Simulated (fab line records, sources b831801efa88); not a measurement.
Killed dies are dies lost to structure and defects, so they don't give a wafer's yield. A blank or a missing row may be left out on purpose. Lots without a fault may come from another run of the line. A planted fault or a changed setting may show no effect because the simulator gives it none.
A struck lot beside a sound one | flow sfq_line | 20 steps out of a route of 325
Sound: wafers L700.3, L700.4, L700.5. Struck: wafer L696.5. (L696.3, L696.4 of the same lot were not struck and are left out.) The cause comes at the end.
At each step with rows: each side's tool, then ch and its chambers, then its first start. Under that, the readings that differ: sound wafers | struck wafers | difference of the means | sigmas: that difference in standard deviations of wafers without a fault.
alike: readings whose means differ by less than 2 such deviations, and words and numbers that are the same on both sides. not compared: withheld readings, readings that some wafer has no value for, bounds like >300 that may hide the same value, and numbers for which the record gives no deviation and whose values overlap.
The two part at a step that has a row with sigmas, a row that says differs or no value, or rows on one side only. Numbers that don't overlap but have no deviation are shown without sigmas and don't part them. A reading that every wafer of one side lacks parts them only if that side has two wafers or more.

first, 2 steps without rows for these wafers: SFQ_TRILAYER_I0_VIA_LITHO_PEB_034 (peb time 60 s); SFQ_TRILAYER_I0_VIA_LITHO_DEVELOP_033 (time 60 s).
SFQ_I0_OVL_MEAS_908:
  sound on overlay-02, day 19 17:25; struck on overlay-01, day 17 16:40
  alike: I0_OVL
then, 1 step without rows for these wafers: SFQ_TRILAYER_I0_VIA_BARC_OPEN_VIA_ETCH_046 (etches BARC in O2, target depth 125 nm, time 41.7 s).
SFQ_TRILAYER_I0_VIA_ETCH_VIA_ETCH_034: etches SiO2 in CHF3, stops on Nb, target depth 260 nm.
  sound on rie_diel-02 ch 0,1,2, day 19 17:29; struck on rie_diel-01 ch 1, day 17 16:44
  alike: drypump_motor_current_A, oes_product_au
SFQ_TRILAYER_I0_VIA_STRIP_STRIP_035: strips in O2.
  sound on rie_metal-03 ch 0,1, day 19 17:48; struck on rie_metal-03 ch 1, day 17 17:03
  reading               | sound             | struck | difference | sigmas
  oes_product_au (a.u.) | 1.001 1.004 0.988 | 1.020  | +0.022     | +3
  alike: drypump_motor_current_A
  not compared: rf_hours_counter_h
then, 2 steps without rows for these wafers: SFQ_TRILAYER_I0_VIA_STRIP_SOLV_CLEAN_036 (cleans in NMP, time 600 s); SFQ_TRILAYER_M1_DEP_PRE_CLEAN_038 (time 22.5 s).
SFQ_TRILAYER_M1_DEP_SPUTTER_037: material Nb, target thk 200 nm, time 133.3 s.
  sound on pvd_sputter-06, day 19 18:24; struck on pvd_sputter-04, day 17 17:39
  alike: throttle_valve_pct
SFQ_M1_RS_MEAS_909: measures by four-point-probe.
  sound on film_metro-01, day 19 18:32; struck on film_metro-02, day 17 17:47
  reading           | sound             | struck | difference | sigmas
  M1_NB_RS (ohm/sq) | 0.890 0.894 0.905 | 0.877  | -0.019     | -2
then, 1 step without rows for these wafers: SFQ_TRILAYER_M1_LITHO_COAT_044 (resist thk 62 nm).
SFQ_TRILAYER_M1_LITHO_COAT_039: resist thk 600 nm.
  sound on litho_track-03 ch 0, day 19 19:04; struck on litho_track-01 ch 0, day 17 18:19
  reading                                             | sound         | struck | difference | sigmas
  model.KrF_of_TRILAYER_M1_LITHO_COAT_039.thk_nm (nm) | 600 601 601.3 | 617.6  | +16.8      |
  alike: spin_speed_rpm
then, 4 steps without rows for these wafers: SFQ_TRILAYER_M1_LITHO_SOFTBAKE_043; SFQ_TRILAYER_M1_LITHO_EXPOSE_040 (exposes mask M1, target cd 500 nm); SFQ_TRILAYER_M1_LITHO_PEB_042 (peb time 60 s); SFQ_TRILAYER_M1_LITHO_DEVELOP_041 (time 60 s).
SFQ_M1_OVL_MEAS_911:
  sound on overlay-01, day 20 10:28; struck on overlay-01, day 19 17:31
  alike: M1_OVL
SFQ_TRILAYER_M1_BARC_OPEN_METAL_ETCH_054: etches BARC in O2, target depth 125 nm, time 41.7 s.
  sound on rie_metal-03 ch 0,1, day 20 10:31; struck on rie_metal-04 ch 1, day 19 17:33
  reading                     | sound       | struck | difference | sigmas
  drypump_motor_current_A (A) | 5.4 5.3 5.3 | 6.1    | +0.8       | +2
  alike: oes_product_au
  not compared: rf_hours_counter_h
SFQ_TRILAYER_M1_ETCH_METAL_ETCH_042: etches Nb in Cl2/Ar, stops on SiO2, target depth 240 nm, time 120 s.
  sound on rie_metal-03 ch 0,1, day 20 10:35; struck on rie_metal-04 ch 1, day 19 17:38
  reading                                             | sound           | struck | difference | sigmas
  model.KrF_of_TRILAYER_M1_LITHO_COAT_039.thk_nm (nm) | 382.1 384.2 383 | 398.9  | +15.8      |
  alike: drypump_motor_current_A, oes_product_au
  not compared: rf_hours_counter_h
SFQ_TRILAYER_M1_STRIP_STRIP_043: strips in O2.
  sound on rie_metal-03 ch 0,1, day 20 10:52; struck on rie_metal-04 ch 1, day 19 17:55
  reading                     | sound       | struck | difference | sigmas
  drypump_motor_current_A (A) | 5.4 5.3 5.3 | 6.1    | +0.8       | +2
  alike: oes_product_au
  not compared: rf_hours_counter_h

WHERE THEY PART
First at SFQ_TRILAYER_I0_VIA_STRIP_STRIP_035; last, within this record, at SFQ_TRILAYER_M1_STRIP_STRIP_043.

WHY: what the simulator had put in
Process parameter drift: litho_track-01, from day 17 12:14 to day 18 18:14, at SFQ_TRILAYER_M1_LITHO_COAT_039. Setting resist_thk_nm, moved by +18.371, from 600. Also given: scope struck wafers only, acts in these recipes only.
